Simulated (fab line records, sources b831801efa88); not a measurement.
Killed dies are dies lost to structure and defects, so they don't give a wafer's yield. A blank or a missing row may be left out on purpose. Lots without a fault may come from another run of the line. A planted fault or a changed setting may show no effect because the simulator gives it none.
Which tool did it? | flow sky130 | 12 lots, 36 wafers sampled, at 2 steps of a route of 708

WHAT THE GAUGES READ, wafer by wafer
SKY_LDD_LDN_TW_MEAS_13. Usual: LDD_LDN_TW 1477, standard deviation 22.
lot  | measured     | on            | LDD_LDN_TW     | flag
L137 | day 22 14:10 | film_metro-04 | 1477 1479 1472 |
L138 | day 23 05:25 | film_metro-01 | 1508 1492 1514 |
L142 | day 24 08:36 | film_metro-03 | 1438 1437 1447 |
L144 | day 25 11:10 | film_metro-01 | 1484 1479 1476 |
L145 | day 25 17:02 | film_metro-03 | 1458 1456 1456 |
L146 | day 26 00:47 | film_metro-03 | 1455 1460 1452 |
L147 | day 26 13:26 | film_metro-03 | 1454 1450 1462 |
L156 | day 29 20:46 | film_metro-04 | 1474 1470 1469 |
L158 | day 30 02:09 | film_metro-04 | 1474 1470 1475 |
L157 | day 30 06:05 | film_metro-01 | 1499 1501 1498 |
L159 | day 30 11:37 | film_metro-03 | 1456 1458 1454 |
L160 | day 30 18:12 | film_metro-03 | 1457 1457 1453 |

WHICH TOOL RAN EACH LOT (tool, then ch and the chambers of the sampled wafers, then the start)
lot  | SKY_POLY_GATE_ETCH_17
L137 | rie_si-01 ch 0,1,3, day 16 00:37
L138 | rie_si-02 ch 0,1,2, day 16 16:44
L142 | rie_si-01 ch 0,1,2, day 17 20:13
L144 | rie_si-01 ch 1,3, day 19 02:34
L145 | rie_si-01 ch 1,3, day 19 05:29
L146 | rie_si-02 ch 0,2,3, day 19 15:01
L147 | rie_si-01 ch 1,2, day 20 05:47
L156 | rie_si-01 ch 0,1,2, day 23 15:26
L158 | rie_si-02 ch 1,2, day 23 23:49
L157 | rie_si-01 ch 2,3, day 24 04:47
L159 | rie_si-02 ch 1,2, day 24 12:01
L160 | rie_si-01 ch 1,2,3, day 24 14:52
- SKY_POLY_GATE_ETCH_17: etches poly-Si in HBr/Cl2, stops on SiO2, target depth 180 nm, time 70.5 s.

WHAT THE TOOLS THEMSELVES READ (means of the sampled wafers that have a number; where no wafer has one, the mark that the record gives instead)
SKY_POLY_GATE_ETCH_17. Usual: bias_w 99.96 W, standard deviation 0.29; drypump_motor_current_A 5.5 A, standard deviation 0.62; oes_product_au 0.988 a.u., standard deviation 0.0062; throttle_valve_pct 33.684 %, standard deviation 0.0096.
lot  | tool      | bias_w (W) | drypump_motor_current_A (A) | oes_product_au (a.u.) | throttle_valve_pct (%) | flag
L137 | rie_si-01 | 99.92      | 6.1                         | 0.990                 | 33.683                 |
L138 | rie_si-02 | 100.10     | 5.2                         | 0.995                 | 33.689                 |
L142 | rie_si-01 | 100.06     | 6.0                         | 0.988                 | 33.685                 |
L144 | rie_si-01 | 99.74      | 6.1                         | 0.986                 | 33.682                 |
L145 | rie_si-01 | 99.82      | 5.7                         | 0.995                 | 33.689                 |
L146 | rie_si-02 | 99.83      | 5.1                         | 0.988                 | 33.683                 |
L147 | rie_si-01 | 99.93      | 6.0                         | 0.991                 | 33.691                 |
L156 | rie_si-01 | 99.68      | 6.0                         | 0.980                 | 33.686                 |
L158 | rie_si-02 | 100.09     | 5.1                         | 0.982                 | 33.684                 |
L157 | rie_si-01 | 99.83      | 5.2                         | 0.987                 | 33.688                 |
L159 | rie_si-02 | 99.68      | 5.1                         | 0.983                 | 33.683                 |
L160 | rie_si-01 | 100.12     | 5.6                         | 0.990                 | 33.685                 |

THE ANSWER, worked out from the rows above alone
Rule: a lot is off if the mean of its wafers that have a number lies more than 3 standard deviations from the usual mean. A lot without any number at a reading at which 4 lots or more have one is off too. The other lots that the step has rows for count as sound. The gauges are gone through in route order, then the tools' own readings, and for those a lot's mean is taken as printed above. The first step at which some lot is off is used, and at that step the reading that is off furthest; a lot without a number counts as furthest.
No lot is off at any reading shown: from this, nothing can be told.

WHAT THE SIMULATOR HAD PUT IN
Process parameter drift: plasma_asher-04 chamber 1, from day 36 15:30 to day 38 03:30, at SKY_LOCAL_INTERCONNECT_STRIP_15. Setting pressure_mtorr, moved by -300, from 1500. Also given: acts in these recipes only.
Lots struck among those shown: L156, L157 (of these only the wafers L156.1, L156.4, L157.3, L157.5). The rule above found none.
